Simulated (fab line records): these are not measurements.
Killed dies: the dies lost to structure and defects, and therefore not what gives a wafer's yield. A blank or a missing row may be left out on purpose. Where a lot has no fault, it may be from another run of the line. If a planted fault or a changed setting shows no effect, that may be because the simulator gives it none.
Problem report, 8D (eight disciplines) form, completed by code	flow sky130	the parts of the form that need people (team, actions taken, sign-off) are left out

== 1. WHAT IS WRONG ==
Mean of cdNm at SKY_FIELD_ISO_CD_MEAS_13: 126.9 nm across 3 wafers in 3 lots; on wafers with no fault it is 150.4 nm (standard deviation 1.3). Measured from the usual mean, that is -18 standard deviations.
The step: target cd 150 nm.
First seen on wafer L280.2, day 6 07:54, on cdSem-02. Wafers with a number at this step in the record: 42, from 15 lots. By rule, "out" or "out of limits" means more than 4 standard deviations away from the usual mean. The rest of the wafers with a number are treated as sound.

== 2. WHAT IT IS, AND WHAT IT ISN'T ==
question	is	is not
which readings at this step	cdNm	-
which lots	L280, L281, L282	L261, L262, L263, L264, L265, L267, L268, L269, L270, L271, L272, L284
which wafers of those lots	L280.2, L281.5, L282.5	L280.4, L281.3, L282.4
read on which gauges	cdSem-01, cdSem-02	-
when	from day 6 07:54	up to then (34 sound wafers); but 5 sound wafers of L281, L282, L284 came after

== 3. WHAT RULES OUT EACH SUSPECT ==
Counting: a tool at a process step up to the reading stays a suspect if it ran every lot that is out. Sound lots after the first of them don't rule it out here, since some wafers of a struck lot are sound.
- the gauge at SKY_FIELD_ISO_CD_MEAS_13 is ruled out. The wafers that are out were read on 2 gauges (cdSem-01, cdSem-02).
- krfScanner-02 at SKY_FIELD_ISO_EXPOSE_10 (exposes mask FOM, target cd 150 nm): kept. It ran every lot that is out, first L280 (day 5 22:33); its last sound lot up to then is L272 (day 4 04:56).
Left after counting: krfScanner-02 at SKY_FIELD_ISO_EXPOSE_10.

== 4. THE CAUSE (what the simulator had put in) ==
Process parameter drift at SKY_FIELD_ISO_EXPOSE_10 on krfScanner-02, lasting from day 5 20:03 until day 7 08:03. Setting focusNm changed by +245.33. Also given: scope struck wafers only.
This tool alone remained once counting was done.

== 5. THE CHAIN OF EFFECTS, in route order ==
One row per reading whose mean, taken over the struck wafers that have a number, lies over 3 standard deviations from the usual. Scope: only readings with a usual standard deviation given in the record; hours: median across lots of the time from each lot's start at the first step in this table that gives one to its start at this step; sigmas: change in usual standard deviations.
hours	step	reading	usual	on struck wafers	change	sigmas
0	SKY_FIELD_ISO_CD_MEAS_13	cdNm	150.4 nm	126.9	-23.5	-18
1053	SKY_PAD_OPEN_PROBE_99	killedAtFrontEnd	15	101	+86	+20
1053	SKY_PAD_OPEN_PROBE_99	killedDies	86	168	+82	+9.0
Process steps it contains:
- SKY_PAD_OPEN_PROBE_99

== 6. HOW IT WOULD HAVE BEEN CAUGHT EARLIER ==
Counted from the fault's start at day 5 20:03, it took 12 hours until the first out-of-limits reading at a measuring or inspecting step in this record, taken at day 6 07:54.
Of the tool readings at SKY_FIELD_ISO_EXPOSE_10 for which the record gives a usual standard deviation, none was out on any struck wafer, so an alarm limit of 4 standard deviations on them would not have fired.
Among the 3 lots that are out, L282 began SKY_FIELD_ISO_EXPOSE_10 on krfScanner-02 after day 6 07:54. Putting the tool on hold at that point would have spared it.
